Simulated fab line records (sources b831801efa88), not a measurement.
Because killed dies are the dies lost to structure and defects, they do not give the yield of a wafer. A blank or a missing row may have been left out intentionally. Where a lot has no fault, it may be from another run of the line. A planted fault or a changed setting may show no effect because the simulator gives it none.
A lot that was struck, set against a sound lot || flow sky130 || 43 steps out of a route of 708
Sound: the wafers L201.2, L201.4, L201.6. Struck: wafer L214.6 (left out: L214.1, L214.3 of the same lot, which were not struck); the cause appears at the end.
For every step that has rows: the tool of each side, followed by ch and its chambers, followed by its first start. Under that, the readings that differ: sound wafers || struck wafers || difference of the means || sigmas: that difference in standard deviations of wafers without a fault.
alike: a reading whose means differ by less than 2 such deviations, as well as words and numbers matching on both sides. not compared: withheld readings; readings where some wafer has no value; bounds like >300 that might hide an equal value; numbers whose values overlap and for which the record gives no deviation.
Wherever a step has rows on one side only, a row that says differs or no value, or a row with sigmas, the two part there. Numbers that don't overlap but have no deviation are shown without sigmas and don't part them. Lack of a reading on every wafer of one side parts them only where that side has two or more wafers.

SKY_LI_CONTACT_BOW_MEAS_03:
  sound on film metro-01 at day 29 04:10; struck on film metro-01 at day 33 17:25
  alike: LI_CONTACT_BOW
then, 8 steps without rows for these wafers: SKY_LI_CONTACT_DEHYDRATE_04 (time 60 s); SKY_LI_CONTACT_HMDS_05 (prime time 60 s); SKY_LI_CONTACT_COAT_06 (resist thk 60 nm); SKY_LI_CONTACT_COAT_07 (resist thk 450 nm); SKY_LI_CONTACT_SOFTBAKE_08 (time 90 s); SKY_LI_CONTACT_EXPOSE_09 (exposes mask LICM1, target cd 170 nm); SKY_LI_CONTACT_PEB_10; SKY_LI_CONTACT_DEVELOP_11 (develop time 60 s).
SKY_LI_CONTACT_CD_MEAS_12: target cd 170 nm.
  sound on cd sem-01 at day 30 08:36; struck on cd sem-02 at day 34 20:49
{"reading": "cd nm (nm)", "sound": "168.3 169.2 167.8", "struck": 171.7, "difference": "+3.3", "sigmas": "+2"}
SKY_LI_CONTACT_OVL_MEAS_13:
  sound on overlay-02 at day 30 08:43; struck on overlay-02 at day 34 20:56
  alike: LI_CONTACT_OVL
SKY_LI_CONTACT_ETCH_14: etches BARC in N2/H2, stops on SiO2, time 45.9 s, target depth 60 nm.
  sound on rie diel-03 ch 0,2,3, day 30 08:44; struck on rie diel-01 ch 1, day 34 20:58
{"reading": "throttle valve pct (%)", "sound": "13.211 13.242 13.240", "struck": 13.205, "difference": -0.026, "sigmas": -3}
  alike: drypump motor current A, oes product au
  not compared: rf hours counter h
SKY_LI_CONTACT_ETCH_15: etches PSG in C4F8/O2/Ar, stops on Si, target depth 600 nm.
  sound on rie diel-03 ch 0,2,3, day 30 08:47; struck on rie diel-01 ch 1, day 34 21:01
  alike: oes product au
then, 5 steps without rows for these wafers: SKY_LI_CONTACT_STRIP_16 (strips in O2/N2); SKY_LI_CONTACT_CLEAN_17 (cleans in NMP, time 600 s); SKY_LI_CONTACT_PRE_CLEAN_18 (time 5.6 s); SKY_LI_CONTACT_SPUTTER_19 (material Ti, target thk 20 nm, time 106.37 s); SKY_LI_CONTACT_SPUTTER_20 (material TiN, target thk 20 nm, time 80 s).
SKY_LI_CONTACT_CVD_21: deposits W, target thk 400 nm, time 120.56 s.
  sound on cvd w-01 ch 0,1, day 30 09:19; struck on cvd w-02 ch 1, day 34 21:32
  alike: heater power w
SKY_LI_CONTACT_RS_MEAS_22: the measuring method here is four-point-probe.
  sound on film metro-01 at day 30 09:28; struck on film metro-04 at day 34 21:40
  alike: LI_CONTACT_W_RS
SKY_LI_CONTACT_THK_MEAS_23: measures by xrf.
  sound on film metro-01 at day 30 09:34; struck on film metro-04 at day 34 21:47
  alike: LI_CONTACT_W_THK
then, 2 steps without rows for these wafers: SKY_LI_CONTACT_CMP_24 (polishes, stops on PSG, t overpolish 20 s, target thk 0 nm); SKY_LOCAL_INTERCONNECT_SPUTTER_00 (material TiN, target thk 100 nm, time 83.3 s).
SKY_LOCAL_INTERCONNECT_RS_MEAS_01: the measuring method here is four-point-probe.
  sound on film metro-01 at day 30 10:00; struck on film metro-03 at day 34 22:12
  alike: LOCAL_INTERCONNECT_TIN_RS
SKY_LOCAL_INTERCONNECT_THK_MEAS_02: measures by xrf.
  sound on film metro-01 at day 30 10:07; struck on film metro-03 at day 34 22:19
{"reading": "LOCAL_INTERCONNECT_TIN_THK (nm)", "sound": "100.2 101.3 100.9", "struck": 104.1, "difference": "+3.3", "sigmas": "+3"}
then, 8 steps without rows for these wafers: SKY_LOCAL_INTERCONNECT_DEHYDRATE_03 (time 60 s); SKY_LOCAL_INTERCONNECT_HMDS_04 (prime time 60 s); SKY_LOCAL_INTERCONNECT_COAT_05 (resist thk 60 nm); SKY_LOCAL_INTERCONNECT_COAT_06 (resist thk 450 nm); SKY_LOCAL_INTERCONNECT_SOFTBAKE_07 (time 90 s); SKY_LOCAL_INTERCONNECT_EXPOSE_08 (exposes mask LI1M, target cd 170 nm); SKY_LOCAL_INTERCONNECT_PEB_09; SKY_LOCAL_INTERCONNECT_DEVELOP_10 (develop time 60 s).
SKY_LOCAL_INTERCONNECT_CD_MEAS_11: target cd 170 nm.
  sound on cd sem-02 at day 31 14:15; struck on cd sem-02 at day 36 00:53
  alike: cd nm
SKY_LOCAL_INTERCONNECT_OVL_MEAS_12:
  sound on overlay-02 at day 31 14:22; struck on overlay-02 at day 36 01:01
  alike: LOCAL_INTERCONNECT_OVL
SKY_LOCAL_INTERCONNECT_ETCH_13: etches BARC in N2/H2, stops on SiO2, time 45.9 s, target depth 60 nm.
  sound on rie metal-01 ch 0,1, day 31 14:23; struck on rie metal-01 ch 1, day 36 01:02
  alike: drypump motor current A, oes product au, throttle valve pct
  not compared: rf hours counter h
SKY_LOCAL_INTERCONNECT_METAL_ETCH_14: etches TiN in Cl2/BCl3, stops on PSG, target depth 110 nm, time 31.4 s.
  sound on rie metal-01 ch 0,1, day 31 14:27; struck on rie metal-01 ch 1, day 36 01:06
  alike: drypump motor current A, oes product au, throttle valve pct
  not compared: rf hours counter h
then, 4 steps without rows for these wafers: SKY_LOCAL_INTERCONNECT_STRIP_15 (strips in O2/N2); SKY_LOCAL_INTERCONNECT_STRIP_16 (strips in post etch residue remover, time 1200 s); SKY_LOCAL_INTERCONNECT_CLEAN_17 (cleans in IPA, time 180 s); SKY_LOCAL_INTERCONNECT_CLEAN_18 (cleans in O3/DIW).
SKY_CONTACT_CVD_00: deposits Si3N4, target thk 75 nm.
  sound on pecvd-01 ch 0,1,2, day 31 15:10; struck on pecvd-04 ch 0, day 36 01:45
  alike: heater power w
-- the record jumps here: 14 days lie between the struck wafers' starts before and after (it left off in module CONTACT and takes up again in module PAD_OPEN, whose first step shown is number 708 of the route) --
SKY_PAD_OPEN_PROBE_99:
  sound on prober-01 at day 46 19:59; struck on prober-02 at day 50 01:18
{"reading": "killed_at_M4_up", "sound": "1 2 2", "struck": 6, "difference": "+4", "sigmas": "+2"}
{"reading": "killed at contacts", "sound": "17 27 25", "struck": 55, "difference": "+32", "sigmas": "+6"}
{"reading": "killed at front end", "sound": "6 5 7", "struck": 16, "difference": "+10", "sigmas": "+2"}
{"reading": "killed dies", "sound": "76 69 77", "struck": 123, "difference": "+49", "sigmas": "+5"}
{"reading": "killed open", "sound": "37 42 34", "struck": 58, "difference": "+20", "sigmas": "+3"}
  alike: killed_at_M0_to_M3, killed at other, killed short

## WHERE THEY PART
Earliest at SKY_LI_CONTACT_CD_MEAS_12; latest, in this record, at SKY_PAD_OPEN_PROBE_99.

WHY: the cause the simulator had injected
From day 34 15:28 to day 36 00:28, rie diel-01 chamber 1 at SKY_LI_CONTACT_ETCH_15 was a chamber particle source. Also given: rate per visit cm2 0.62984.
